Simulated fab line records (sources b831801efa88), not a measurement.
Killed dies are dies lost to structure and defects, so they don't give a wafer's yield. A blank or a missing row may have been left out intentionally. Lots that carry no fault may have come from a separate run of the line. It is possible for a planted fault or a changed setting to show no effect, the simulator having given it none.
A single fault, viewed from 2 desks	flow sky130	every desk sees just its own numbers, and what lay behind them comes last

TOOL OWNER'S DESK, litho track-02
The tool's own readings at SKY_LDD_P_COAT_02 (resist thk 1140 nm): means of the sampled wafers that have a number, for each lot that ran on this tool. The brackets show how far a lot's mean lies from the usual mean; more than 4 standard deviations puts the lot out of limits, marked OUT.
Columns: A = chill plate temp C at SKY_LDD_P_COAT_02, usual 23.00 C; B = dispense pressure kPa at SKY_LDD_P_COAT_02, usual 51.5 kPa
lot	first seen here	A	B
L718	day 19 01:29	22.96	51.4
L721	day 20 06:15	22.91	51.5
L733	day 24 15:51	23.13	51.4
L734	day 24 17:00	23.04	51.4
L735	day 25 00:35	23.01	51.5
This desk found nothing out of limits on any of the 5 lots.

THE METROLOGY DESK
Means of the sampled wafers that have a number, per lot and without regard to the tool the lot ran on: this is what the gauges read. The brackets show how far a lot's mean lies from the usual mean; more than 4 standard deviations puts the lot out of limits, marked OUT.
Columns: A = SONOS_ONO_OVL at SKY_SONOS_ONO_OVL_MEAS_14, usual -1.2 nm; B = cd nm at SKY_LDD_P_CD_MEAS_07, usual 380.2 nm; C = LDD_HVN_TW at SKY_LDD_HVN_TW_MEAS_10, usual 1440; D = LDD_HVP_TW at SKY_LDD_HVP_TW_MEAS_10, usual 457.0; E = LDD_LDN_OVL at SKY_LDD_LDN_OVL_MEAS_07, usual -1.3 nm
lot	first seen here	A	B	C	D	E
L718	day 13 05:59	-0.3	381.4	1427	454.8	-3.8
L721	day 14 07:46	-0.5	375.4	1432	456.1	-0.8
L727	day 16 12:46	1.0	-	1483 (+6.6) OUT	704.1 (+99 or more) OUT	-2.8
L728	day 16 17:21	-0.6	-	1474 (+5.2) OUT	699.8 (+99 or more) OUT	-0.7
L731	day 17 19:20	-0.5	380.3	1445	456.4	-1.4
L733	day 18 09:52	-2.8	380.0	1442	456.7	-0.8
L734	day 18 13:12	-1.0	382.8	1436	458.5	-3.4
L735	day 18 23:39	-2.5	379.0	1446	454.4	-1.7
L736	day 19 15:45	-0.5	383.0	1449	457.3	1.3
L737	day 19 19:39	-1.5	378.5	1438	456.7	-0.8
L739	day 20 17:19	-2.1	381.2	1434	456.1	-0.7
This desk finds L727, L728 out of limits, with the earliest case on L727 at day 24 13:23 (LDD_HVN_TW at SKY_LDD_HVN_TW_MEAS_10). L718, L721, L731, L733, L734, L735, L736, L737, L739: within limits.

ALL TOGETHER
On L727, L728, the metrology desk was in a position to raise an alarm at day 24 13:23.
Nothing out of limits was seen by the tool owner's desk.
The tool owner's desk has no number on record for L727, L728.
All the named lots went through SKY_LDD_P_COAT_02 on litho track-02.

WHAT HAD BEEN PUT IN BY THE SIMULATOR
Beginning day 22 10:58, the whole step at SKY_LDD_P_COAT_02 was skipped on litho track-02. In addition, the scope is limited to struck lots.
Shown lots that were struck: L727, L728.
Delay in hours, fault start to first out-of-limits reading, per desk: metrology desk 50.
